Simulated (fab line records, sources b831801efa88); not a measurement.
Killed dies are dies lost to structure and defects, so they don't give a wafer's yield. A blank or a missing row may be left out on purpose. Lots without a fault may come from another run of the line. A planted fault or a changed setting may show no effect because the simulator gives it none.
Tool commonality check | flow sky130 | 12 lots, 36 wafers sampled

WHY IT WAS OPENED
At SKY_GATE_OXIDE_THK_MEAS_02 the reading GATE_OXIDE_OXIDATION_00_THK is flagged on 2 of 12 lots. Wafers without a fault read 10.38 nm, standard deviation 0.2.
Rule: a lot is flagged when every wafer of it that has a number lies more than 4 standard deviations from that mean, or none has a number. The other lots count as sound.

lot  | measured     | on            | GATE_OXIDE_OXIDATION_00_THK (nm), wafer by wafer | flag
L953 | day 12 20:07 | film_metro-04 | 10.79 10.68 10.61                                |
L954 | day 13 05:02 | film_metro-03 | 10.54 10.47 10.45                                |
L955 | day 13 13:02 | film_metro-01 | 10.10 10.19 10.34                                |
L957 | day 14 13:10 | film_metro-01 | 11.69 11.71 11.72                                | FLAGGED
L958 | day 14 14:34 | film_metro-03 | 11.89 11.94 11.82                                | FLAGGED
L969 | day 18 12:18 | film_metro-04 | 10.63 10.37 10.51                                |
L970 | day 18 12:32 | film_metro-03 | 10.36 10.22 10.26                                |
L971 | day 18 21:53 | film_metro-04 | 10.02 10.35 10.26                                |
L972 | day 19 05:06 | film_metro-04 | 10.42 10.38 10.50                                |
L973 | day 19 12:12 | film_metro-03 | 10.44 10.26 10.20                                |
L974 | day 19 20:34 | film_metro-04 | 10.42 10.56 10.43                                |
L976 | day 20 21:17 | film_metro-04 | 10.17 10.24 10.11                                |
The numbers of the flagged lots are 11.79 nm on average: +1.41 nm against the usual, or +7 standard deviations.

WHICH TOOL RAN EACH LOT
The record holds 1 process step before the reading, out of a route of 708 steps. In each cell: the tool, then ch and the chambers that the sampled wafers went through, then the start.
lot  | flag    | SKY_GATE_OXIDE_OXIDATION_01
L953 |         | furnace-02 ch 0, day 12 18:42
L954 |         | furnace-01 ch 0, day 13 03:38
L955 |         | furnace-02 ch 0, day 13 11:38
L957 | FLAGGED | furnace-01 ch 0, day 14 11:44
L958 | FLAGGED | furnace-01 ch 0, day 14 13:09
L969 |         | furnace-01 ch 0, day 18 10:54
L970 |         | furnace-02 ch 0, day 18 11:08
L971 |         | furnace-02 ch 0, day 18 20:27
L972 |         | furnace-01 ch 0, day 19 03:41
L973 |         | furnace-01 ch 0, day 19 10:46
L974 |         | furnace-01 ch 0, day 19 19:09
L976 |         | furnace-02 ch 0, day 20 19:53
What these steps do:
- SKY_GATE_OXIDE_OXIDATION_01: stabilise 600 s, purge 300 s, target thk 10.268 nm.
- SKY_GATE_OXIDE_THK_MEAS_02

FLAGGED OVER TOTAL, TOOL BY TOOL (the gauges that took the reading come last)
step                        | tool          | lots run | flagged | share of the flagged lots | sound lots run after its first flagged lot
SKY_GATE_OXIDE_OXIDATION_01 | furnace-01    | 7        | 2       | all                       | 4 (L969,L972,L973,L974)
SKY_GATE_OXIDE_OXIDATION_01 | furnace-02    | 5        | 0       | none                      | -
SKY_GATE_OXIDE_THK_MEAS_02  | film_metro-01 | 2        | 1       | some                      | 0
SKY_GATE_OXIDE_THK_MEAS_02  | film_metro-03 | 4        | 1       | some                      | 2 (L970,L973)
SKY_GATE_OXIDE_THK_MEAS_02  | film_metro-04 | 6        | 0       | none                      | -

WHAT THE TABLE ALLOWS
1 row of the table ran every flagged lot: furnace-01 at SKY_GATE_OXIDE_OXIDATION_01.
- furnace-01 at SKY_GATE_OXIDE_OXIDATION_01: 2 of its 7 lots flagged. Sound lots ran on it after the first flagged one (L969, L972, L973, L974), which a lasting fault on the whole tool wouldn't allow.
No row of the table ran every flagged lot and no sound lot after the first.

WHAT THE SIMULATOR HAD PUT IN
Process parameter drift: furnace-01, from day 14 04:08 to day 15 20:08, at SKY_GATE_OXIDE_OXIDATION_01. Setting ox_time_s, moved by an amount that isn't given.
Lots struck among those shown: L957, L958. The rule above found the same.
